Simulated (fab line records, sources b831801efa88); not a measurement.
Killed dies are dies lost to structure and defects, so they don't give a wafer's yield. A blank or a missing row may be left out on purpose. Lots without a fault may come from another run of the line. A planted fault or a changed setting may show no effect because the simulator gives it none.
fab line records | flow sky130
record lots=7 wafers=21 last_day=50
route steps=708 shown METAL2@506 VIA2@507 PAD_OPEN@708
lots that met no fault: from a run of the same line without faults
start_h: hours from the record's first day to the start of the lot's first wafer shown | wait_h: hours since the lot's step before | " the same as in the row above | L1.1+2: a row that stands for several wafers | - no value, or no start given | * or withheld: withheld | < > ~ a bound
route shown NAME@n: a module of which the file shows steps, and the number in the route of the first | usual: mean/standard deviation of fault-free wafers | same: alike in all rows | chamber/n: place in a boat | sites: the reading at each site | _std_site: their standard deviation | _edge_site: outer sites' mean less inner sites' | radius_mm: how far each site lies from the wafer's centre | mask NAME#n: copy n | behind: the tool/chamber that last shaped the wafer | hold: why the lot was held/for how many hours/how that ended | device: the transistor (n, p or np) that didn't switch | end of line: the same wafers' tests at the end of the route | a step without rows: its recipe alone | killed: dies lost to structure and defects at the first sort, not the wafer's yield | map: a wafer's dies, x killed, . not, _ none there
set.NAME: the setting as run; set.NAME@STEP: as run at that earlier step | model.NAME: the simulator's own value behind a step, which no gauge read
lots at some steps of the route; a table a step, a row a wafer
services: from which hour (start_h, from the record's first day; less than 0 if before it) a tool's chamber was out of use, for how many hours, and why
## steps
# step SKY_METAL2_CLEAN_23
# recipe chemistry=O3/DIW dry=n2_spin
# step SKY_VIA2_HDPCVD_00
# recipe material=SiO2 target_thk_nm=1180 sigma_open_frac=0.3 time_s=196.7 temp_c=400 sih4_flow_sccm=60 pressure_mtorr=6
# step SKY_VIA2_THK_MEAS_01
# recipe reads=SiO2_of_VIA2_HDPCVD_00
# usual VIA2_HDPCVD_THK=1176/14
# columns lot.wafer tool chamber start_h wait_h VIA2_HDPCVD_THK[nm]
L901.2 film_metro-04 - 829.86 0.1 1176
L901.3 " - " " 1174
L901.5 " - " " 1175
L903.4 film_metro-01 - 844.00 0.0 1195
L903.5 " - " " 1215
L903.6 " - " " 1208
L906.1 film_metro-02 - 878.03 0.1 1172
L906.3 " - " " 1175
L906.5 " - " " 1167
L908.1 film_metro-01 - 897.31 0.1 1175
L908.4 " - " " 1175
L908.6 " - " " 1182
L911.2 film_metro-02 - 922.58 0.1 1173
L911.5 " - " " 1177
L911.6 " - " " 1186
L920.1 film_metro-02 - 980.63 0.1 1171
L920.2 " - " " 1168
L920.5 " - " " 1174
L921.1 film_metro-04 - 992.30 0.1 1194
L921.4 " - " " 1187
L921.6 " - " " 1184
# step SKY_VIA2_CMP_02
# recipe material=SiO2 down_force_psi=4 platen_rpm=60 pad_velocity_m_s=0.94248
# usual motor_current_A=12.2/0.99 slurry_filter_dp_kPa=13.51/0.15
# columns lot.wafer tool chamber start_h wait_h motor_current_A slurry_filter_dp_kPa
L901.3 cmp-01 0 830.16 0.3 10.9 13.32
L901.2 " 2 " " 13.7 13.53
L901.5 " 3 " " 13.6 13.39
L903.4 cmp-01 2 844.03 0.0 13.4 13.55
L903.5 " 2 " " 13.8 13.59
L903.6 " 3 " " 13.0 13.29
L906.3 cmp-02 2 878.14 0.1 11.5 14.13
L906.1 " 0 " " 10.7 13.32
L906.5 " 2 " " 12.1 13.38
L908.4 cmp-01 2 897.47 0.1 14.2 13.38
L908.1 " 3 " " 13.0 13.59
L908.6 " 0 " " 10.7 13.50
L911.2 cmp-01 0 922.78 0.2 10.8 13.48
L911.5 " 1 " " 12.9 13.74
L911.6 " 2 " " 13.7 13.72
L920.1 cmp-01 2 980.79 0.1 13.4 13.60
L920.2 " 3 " " 12.0 13.61
L920.5 " 1 " " 12.9 13.34
L921.4 cmp-02 0 992.48 0.1 11.0 13.76
L921.1 " 1 " " 13.4 13.16
L921.6 " 2 " " 12.5 13.83
# step SKY_VIA2_BOW_MEAS_03
# recipe mode=bow
# usual VIA2_BOW=87/6.9
# columns lot.wafer tool chamber start_h wait_h VIA2_BOW[um]
L901.2 film_metro-04 - 830.43 0.1 79
L901.3 " - " " 98
L901.5 " - " " 85
L903.4 film_metro-04 - 844.39 0.3 96
L903.5 " - " " 81
L903.6 " - " " 82
L906.1 film_metro-04 - 878.39 0.1 91
L906.3 " - " " 81
L906.5 " - " " 91
L908.1 film_metro-01 - 897.67 0.1 93
L908.4 " - " " 89
L908.6 " - " " 80
L911.2 film_metro-02 - 922.95 0.1 79
L911.5 " - " " 91
L911.6 " - " " 103
L920.1 film_metro-01 - 980.99 0.1 81
L920.2 " - " " 92
L920.5 " - " " 89
L921.1 film_metro-02 - 992.68 0.1 76
L921.4 " - " " 94
L921.6 " - " " 81
# step SKY_VIA2_DEHYDRATE_04
# recipe temp_c=200 time_s=60
# step SKY_VIA2_HMDS_05
# recipe prime_time_s=60 prime_temp_c=120
# step SKY_VIA2_COAT_06
# recipe resist=BARC temp_c=withheld time_s=withheld spin_rpm=3000 resist_thk_nm=60
# step SKY_VIA2_COAT_07
# recipe resist=KrF-thick spin_rpm=3000 resist_thk_nm=450
# step SKY_VIA2_SOFTBAKE_08
# recipe temp_c=100 time_s=90 resist=KrF-thick
# step SKY_VIA2_EXPOSE_09
# recipe mask_id=VIM2 na=0.8 source_shape=annular sigma_inner=0.55 sigma_outer=0.85 target_cd_nm=200 dose_mj=38
# step SKY_VIA2_PEB_10
# recipe peb_temp_c=withheld peb_time_s=withheld resist=KrF-thick
# step SKY_VIA2_DEVELOP_11
# recipe develop_time_s=60 resist=KrF-thick dev_temp_c=21
# usual developer_temp_C=20.99/0.097
# columns lot.wafer tool chamber start_h wait_h developer_temp_C
L901.2 litho_track-03 0 857 - 20.97
L901.3 " 0 " " 20.96
L901.5 " 0 " " 21.10
L903.4 litho_track-01 0 870 - 21.04
L903.5 " 0 " " 20.88
L903.6 " 0 " " 20.96
L906.1 litho_track-03 0 905 - 23.18
L906.3 " 0 " " 23.19
L906.5 " 0 " " 23.21
L908.1 litho_track-03 0 924 - 23.13
L908.4 " 0 " " 23.20
L908.6 " 0 " " 23.22
L911.2 litho_track-03 0 948 - 23.10
L911.5 " 0 " " 22.94
L911.6 " 0 " " 22.98
L920.1 litho_track-01 0 1004 - 20.91
L920.2 " 0 " " 20.87
L920.5 " 0 " " 20.86
L921.1 litho_track-01 0 1015 - 21.08
L921.4 " 0 " " 20.84
L921.6 " 0 " " 20.94
# step SKY_VIA2_CD_MEAS_12
# recipe target_cd_nm=200
# usual cd_nm=200.1/1.4
# columns lot.wafer tool chamber start_h wait_h cd_nm
L901.2 cd_sem-01 - 857.47 - 199.3
L901.3 " - " " 199.3
L901.5 " - " " 198.6
L903.4 cd_sem-02 - 871.02 - 200.5
L903.5 " - " " 200.7
L903.6 " - " " 199.9
L906.1 cd_sem-02 - 905.35 - 200.4
L906.3 " - " " 200.7
L906.5 " - " " 200.4
L908.1 cd_sem-02 - 924.40 - 199.6
L908.4 " - " " 200.4
L908.6 " - " " 200.6
L911.2 cd_sem-01 - 948.62 - 202.0
L911.5 " - " " 203.3
L911.6 " - " " 203.4
L920.1 cd_sem-01 - 1004.56 - 200.5
L920.2 " - " " 200.3
L920.5 " - " " 199.5
L921.1 cd_sem-01 - 1015.91 - 200.4
L921.4 " - " " 202.3
L921.6 " - " " 201.9
# step SKY_PAD_OPEN_PROBE_99
# usual defect_limited_yield=82.3/2 killed_at_M0_to_M3=43/7 killed_at_M4_up=3.5/1.9 killed_at_contacts=24/5.3 killed_at_front_end=15/4.4 killed_at_other=0.3/0.69 killed_dies=87/9.7 killed_on_rim=17/4.3 killed_open=48/7 killed_short=39/6.4 sort_bin_3_pad_short=0.9/0.46 sort_bin_5_function=10.5/1.4 sort_bin_6_memory=6.3/1.2 sort_n_pass=405/9.7 sort_yield_pct=82.3/2
# same gross_dies=492 killed_at_back_side=0 sort_bin_4_leakage[%]=0 sort_bin_8_speed[%]=0
# columns lot.wafer tool chamber start_h wait_h defect_limited_yield[%] killed_at_M0_to_M3 killed_at_M4_up killed_at_contacts killed_at_front_end killed_at_other killed_dies killed_on_rim killed_open killed_short sort_bin_3_pad_short[%] sort_bin_5_function[%] sort_bin_6_memory[%] sort_n_pass sort_yield_pct[%]
L901.2 prober-01 - 1082.67 0.1 80.3 45 3 36 12 1 97 19 60 36 0.2 14.2 5.3 395 80.3
L901.3 prober-01 - 1082.72 0.2 81.5 46 5 26 14 0 91 17 44 47 1.2 9.8 7.5 401 81.5
L901.5 prober-01 - 1082.82 0.2 83.1 40 2 21 17 3 83 19 43 37 1.0 8.5 7.3 409 83.1
L903.4 prober-01 - 1102.54 0.2 81.5 40 4 25 21 1 91 20 51 39 0 11.8 6.7 401 81.5
L903.5 prober-01 - 1102.59 0.2 83.3 43 2 25 12 0 82 13 47 35 0.4 9.8 6.5 410 83.3
L903.6 prober-01 - 1102.64 0.2 84.1 49 2 16 11 0 78 12 42 36 0.4 8.1 7.3 414 84.1
L906.1 prober-02 - 1121.30 0.1 83.3 43 3 21 15 0 82 16 41 41 1.0 8.7 6.9 410 83.3
L906.3 prober-02 - 1121.40 0.2 84.6 34 5 26 11 0 76 12 40 36 1.2 8.9 5.3 416 84.6
L906.5 prober-02 - 1121.50 0.2 88.4 28 3 16 10 0 57 15 33 24 0.8 6.5 4.3 435 88.4
L908.1 prober-02 - 1136.17 0.1 84.3 45 5 16 11 0 77 6 42 35 0.6 10.4 4.7 415 84.3
L908.4 prober-02 - 1136.32 0.2 81.5 49 4 22 16 0 91 21 50 41 1.2 10.0 7.3 401 81.5
L908.6 prober-02 - 1136.42 0.2 81.7 42 6 32 10 0 90 19 44 46 1.6 10.8 5.9 402 81.7
L911.2 prober-01 - 1154.42 0.1 80.5 54 4 25 13 0 96 24 53 42 1.2 10.0 8.3 396 80.5
L911.5 prober-01 - 1154.57 0.2 79.7 56 4 24 16 0 100 15 61 38 0.8 11.4 8.1 392 79.7
L911.6 prober-01 - 1154.62 0.2 81.9 55 3 17 14 0 89 21 52 36 0.8 9.6 7.7 403 81.9
L920.1 prober-01 - 1194.54 0.1 84.1 43 2 22 10 1 78 11 52 26 0.6 12.0 3.3 414 84.1
L920.2 prober-01 - 1194.59 0.1 79.3 48 6 33 15 0 102 17 60 42 1.2 12.2 7.3 390 79.3
L920.5 prober-01 - 1194.74 0.2 81.9 37 3 31 18 0 89 17 47 42 0.6 11.8 5.7 403 81.9
L921.1 prober-01 - 1199.89 0.1 83.7 42 6 24 8 0 80 17 41 39 0.6 10.4 5.3 412 83.7
L921.4 prober-01 - 1200.04 0.2 83.3 44 2 24 12 0 82 14 44 38 0.6 10.2 5.9 410 83.3
L921.6 prober-01 - 1200.14 0.2 87.0 32 2 21 9 0 64 11 37 27 0.6 9.1 3.3 428 87.0
# killed by level:class
L901.2 VIA1:geometric_particle:open=18 LI_CONTACT:geometric_particle:open=13 CONTACT:geometric_particle:open=12 CONTACT:geometric_particle:short=5 POLY_GATE:geometric_particle:short=5 VIA1:geometric_particle:short=5 LOCAL_INTERCONNECT:geometric_particle:short=4 METAL1:geometric_particle:short=4
L901.3 CONTACT:geometric_particle:open=12 METAL1:geometric_particle:short=9 VIA1:geometric_particle:open=6 METAL2:geometric_particle:short=6 LI_CONTACT:geometric_particle:open=5 VIA3:geometric_particle:open=5 CONTACT:geometric_particle:short=4 VIA1:geometric_particle:short=4
L901.5 VIA1:geometric_particle:short=8 VIA3:geometric_particle:open=8 LI_CONTACT:geometric_particle:open=7 CONTACT:geometric_particle:open=7 VIA2:geometric_particle:open=7 FIELD_ISO:geometric_particle:short=6 FIELD_ISO:geometric_particle:open=4 VIA1:geometric_particle:open=4
L903.4 CONTACT:geometric_particle:open=10 VIA1:geometric_particle:open=10 FIELD_ISO:geometric_particle:open=7 VIA2:geometric_particle:open=7 METAL2:geometric_particle:short=6 FIELD_ISO:geometric_particle:short=5 LI_CONTACT:geometric_particle:open=5 CONTACT:geometric_particle:short=5
L903.5 LI_CONTACT:geometric_particle:open=10 VIA1:geometric_particle:open=9 VIA2:geometric_particle:open=8 CONTACT:geometric_particle:open=7 METAL1:geometric_particle:short=6 METAL2:geometric_particle:short=5 POLY_GATE:geometric_particle:short=4 CONTACT:geometric_particle:short=4
L903.6 VIA2:geometric_particle:open=12 VIA1:geometric_particle:open=9 CONTACT:geometric_particle:open=7 VIA2:geometric_particle:short=6 METAL2:geometric_particle:short=5 METAL1:geometric_particle:short=5 LOCAL_INTERCONNECT:geometric_particle:short=4 VIA1:geometric_particle:short=4
L906.1 VIA1:geometric_particle:open=8 METAL2:geometric_particle:short=8 LOCAL_INTERCONNECT:geometric_particle:short=7 CONTACT:geometric_particle:open=7 VIA1:geometric_particle:short=6 VIA3:geometric_particle:open=6 POLY_GATE:geometric_particle:open=4 VIA2:geometric_particle:open=4
L906.3 CONTACT:geometric_particle:open=9 VIA1:geometric_particle:open=6 VIA2:geometric_particle:open=6 METAL2:geometric_particle:short=5 LOCAL_INTERCONNECT:geometric_particle:short=5 CONTACT:geometric_particle:short=5 VIA3:geometric_particle:open=5 FIELD_ISO:geometric_particle:open=4
L906.5 VIA1:geometric_particle:open=14 LI_CONTACT:geometric_particle:open=7 CONTACT:geometric_particle:open=5 FIELD_ISO:geometric_particle:short=4 METAL1:geometric_particle:short=3 METAL2:geometric_particle:short=3 POLY_GATE:geometric_particle:short=2 LI_CONTACT:geometric_particle:short=2
L908.1 VIA1:geometric_particle:open=11 CONTACT:geometric_particle:open=8 VIA1:geometric_particle:short=8 VIA2:geometric_particle:open=6 METAL2:geometric_particle:short=5 FIELD_ISO:geometric_particle:open=4 VIA2:geometric_particle:short=4 METAL4:geometric_particle:short=4
L908.4 VIA1:geometric_particle:open=13 VIA2:geometric_particle:open=7 METAL2:geometric_particle:short=6 FIELD_ISO:geometric_particle:short=5 LI_CONTACT:geometric_particle:open=5 CONTACT:geometric_particle:open=5 CONTACT:geometric_particle:short=5 METAL1:geometric_particle:short=5
L908.6 VIA1:geometric_particle:open=13 LI_CONTACT:geometric_particle:open=8 CONTACT:geometric_particle:open=7 CONTACT:geometric_particle:short=7 LI_CONTACT:geometric_particle:short=5 LOCAL_INTERCONNECT:geometric_particle:short=5 METAL2:geometric_particle:short=4 VIA2:geometric_particle:open=4
L911.2 VIA2:geometric_particle:open=11 VIA1:geometric_particle:open=11 CONTACT:geometric_particle:short=7 VIA1:geometric_particle:short=7 LI_CONTACT:geometric_particle:open=6 LOCAL_INTERCONNECT:geometric_particle:short=5 CONTACT:geometric_particle:open=5 METAL1:geometric_particle:short=5
L911.5 VIA1:geometric_particle:open=12 VIA3:geometric_particle:open=12 CONTACT:geometric_particle:open=11 METAL1:geometric_particle:short=7 METAL2:geometric_particle:short=6 VIA1:geometric_particle:short=6 VIA2:geometric_particle:open=6 FIELD_ISO:geometric_particle:open=4
L911.6 VIA1:geometric_particle:open=16 CONTACT:geometric_particle:open=9 VIA3:geometric_particle:open=7 VIA2:geometric_particle:open=6 VIA3:geometric_particle:short=6 METAL2:geometric_particle:short=4 METAL3:geometric_particle:short=4 FIELD_ISO:geometric_particle:open=3
L920.1 VIA1:geometric_particle:open=11 CONTACT:geometric_particle:open=9 VIA1:geometric_particle:short=9 LI_CONTACT:geometric_particle:open=7 VIA2:geometric_particle:open=6 VIA3:geometric_particle:open=6 CONTACT:geometric_particle:short=4 FIELD_ISO:geometric_particle:open=3
L920.2 VIA1:geometric_particle:open=16 CONTACT:geometric_particle:open=16 LI_CONTACT:geometric_particle:open=7 METAL4:geometric_particle:short=6 VIA2:geometric_particle:open=6 FIELD_ISO:geometric_particle:open=5 LOCAL_INTERCONNECT:geometric_particle:short=5 METAL1:geometric_particle:short=5
L920.5 LI_CONTACT:geometric_particle:open=11 CONTACT:geometric_particle:open=8 VIA1:geometric_particle:open=8 CONTACT:geometric_particle:short=7 METAL1:geometric_particle:short=7 VIA3:geometric_particle:open=6 VIA2:geometric_particle:open=5 FIELD_ISO:geometric_particle:short=4
L921.1 CONTACT:geometric_particle:open=9 VIA1:geometric_particle:open=8 VIA3:geometric_particle:open=7 VIA1:geometric_particle:short=6 CONTACT:geometric_particle:short=6 VIA2:geometric_particle:open=6 LOCAL_INTERCONNECT:geometric_particle:short=5 METAL2:geometric_particle:short=5
L921.4 CONTACT:geometric_particle:open=8 VIA2:geometric_particle:open=8 VIA1:geometric_particle:short=7 LI_CONTACT:geometric_particle:open=7 METAL1:geometric_particle:short=7 VIA3:geometric_particle:open=6 VIA1:geometric_particle:open=5 FIELD_ISO:geometric_particle:open=4
L921.6 VIA2:geometric_particle:open=7 CONTACT:geometric_particle:open=6 VIA3:geometric_particle:open=5 LI_CONTACT:geometric_particle:open=4 CONTACT:geometric_particle:short=4 METAL1:geometric_particle:short=4 VIA3:geometric_particle:short=4 VIA1:geometric_particle:open=4
## services
# columns tool chamber start_h hours kind
cmp-01 - 818.76 6.6 pm
cmp-02 - 825.40 4.7 pm
cmp-01 - 837.35 2.5 repair
litho_track-03 - 849.27 - consumable_replace:filter
cmp-02 - 854.77 0.2 repair
cmp-01 - 913.19 4.0 pm
cmp-01 - 917.19 - consumable_replace:conditioner
cmp-01 - 917.19 - consumable_replace:pad
cmp-01 - 938.44 2.2 repair
cmp-01 - 1007.97 14.2 pm
## key
first_sign step=SKY_VIA2_DEVELOP_11 reading=developer_temp_C direction=up sigmas=22 usual=* struck=*
effect none on later readings
met_at SKY_VIA2_DEVELOP_11
struck_wafers L906.1,L906.3,L906.5,L908.1,L908.4,L908.6,L911.2,L911.5,L911.6
loop_trim step=SKY_VIA2_EXPOSE_09 setting=dose lots=L908,L911
onset_between 857 905
fault kind=process_parameter_drift tool=litho_track-03 chamber=- onset_h=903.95 steps=SKY_VIA2_DEVELOP_11 channel=dev_temp_c offset=* shape=step end_h=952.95 acts_in=* stated=*
# loop_trim: a control loop set the setting to another value than it would have without faults
